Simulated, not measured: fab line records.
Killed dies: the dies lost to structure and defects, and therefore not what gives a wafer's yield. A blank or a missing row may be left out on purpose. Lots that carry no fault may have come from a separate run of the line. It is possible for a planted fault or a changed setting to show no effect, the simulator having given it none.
One fault seen from 2 desks -- flow sky130 -- numbers are kept per desk, each desk with only its own; the story behind them comes last

THE TOOL OWNER'S DESK: litho-track-03
The tool's own readings at SKY_VT_ADJUST_NCORE_COAT_02 (resist thk 1140 nm): means of the sampled wafers that have a number, for each lot that ran on this tool. Marked OUT: a lot whose mean sits more than 4 standard deviations from the usual mean, which makes it out of limits; the brackets give that distance.
Columns: A = chill-plate-temp-C at SKY_VT_ADJUST_NCORE_COAT_02, usual 23.01 C; B = dispense-pressure-kPa at SKY_VT_ADJUST_NCORE_COAT_02, usual 50.6 kPa; C = spin-speed-rpm at SKY_VT_ADJUST_NCORE_COAT_02, usual 3000.0 rpm
lot,first seen here,A,B,C
L284,day 9 08:01,22.94,49.9,2997.2
L298,day 13 12:37,23.06,49.9,2998.8
L300,day 14 02:29,22.93,49.9,2999.6
L303,day 14 21:17,23.03,49.9,3001.7
Finding of this desk: none of the 4 lots has anything out of limits.

METROLOGY DESK
What the gauges read for every lot (on any tool): the sampled wafers with a number, averaged. Marked OUT: a lot whose mean sits more than 4 standard deviations from the usual mean, which makes it out of limits; the brackets give that distance.
Columns: A = NWELL_OXIDATION_THK at SKY_NWELL_THK_MEAS_02, usual 9.99 nm; B = cd-nm at SKY_VT_ADJUST_NCORE_CD_MEAS_07, usual 379.9 nm; C = VT_ADJUST_HVTR_TW at SKY_VT_ADJUST_HVTR_TW_MEAS_11, usual 209.8; D = VT_ADJUST_PCH_TW at SKY_VT_ADJUST_PCH_TW_MEAS_10, usual 142.6
lot,first seen here,A,B,C,D
L280,day 2 14:27,9.89,378.9,210.4,142.2
L282,day 2 20:26,10.01,380.4,210.1,142.1
L284,day 3 10:13,10.03,377.5,210.3,144.2
L286,day 3 17:19,10.08,-,261.7 (+35) OUT,229.7 (+54) OUT
L287,day 3 23:09,10.22,-,261.5 (+34) OUT,230.1 (+55) OUT
L296,day 6 00:07,10.16,378.5,210.6,143.3
L298,day 6 13:09,9.80,379.9,211.2,142.3
L299,day 6 15:37,10.02,380.0,211.9,144.6
L300,day 6 22:59,9.85,382.3,210.7,140.2
L303,day 7 14:04,9.83,380.2,206.7,141.8
Finding of this desk: L286, L287 out of limits, first seen on L286 at day 11 03:47 (VT_ADJUST_HVTR_TW at SKY_VT_ADJUST_HVTR_TW_MEAS_11). Within limits: L280, L282, L284, L296, L298, L299, L300, L303.

ALL TOGETHER
Metrology desk: alarm possible at day 11 03:47 on L286, L287.
Nothing out of limits was seen by the tool owner's desk.
The tool owner's desk has no number on record for L286, L287.
All the named lots went through SKY_VT_ADJUST_NCORE_COAT_02 on litho-track-03.

WHAT THE SIMULATOR HAD INSERTED
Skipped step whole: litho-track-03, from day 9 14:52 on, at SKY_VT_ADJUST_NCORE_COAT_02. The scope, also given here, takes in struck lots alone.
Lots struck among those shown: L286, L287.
Delay in hours, fault start to first out-of-limits reading, per desk: metrology desk 37.
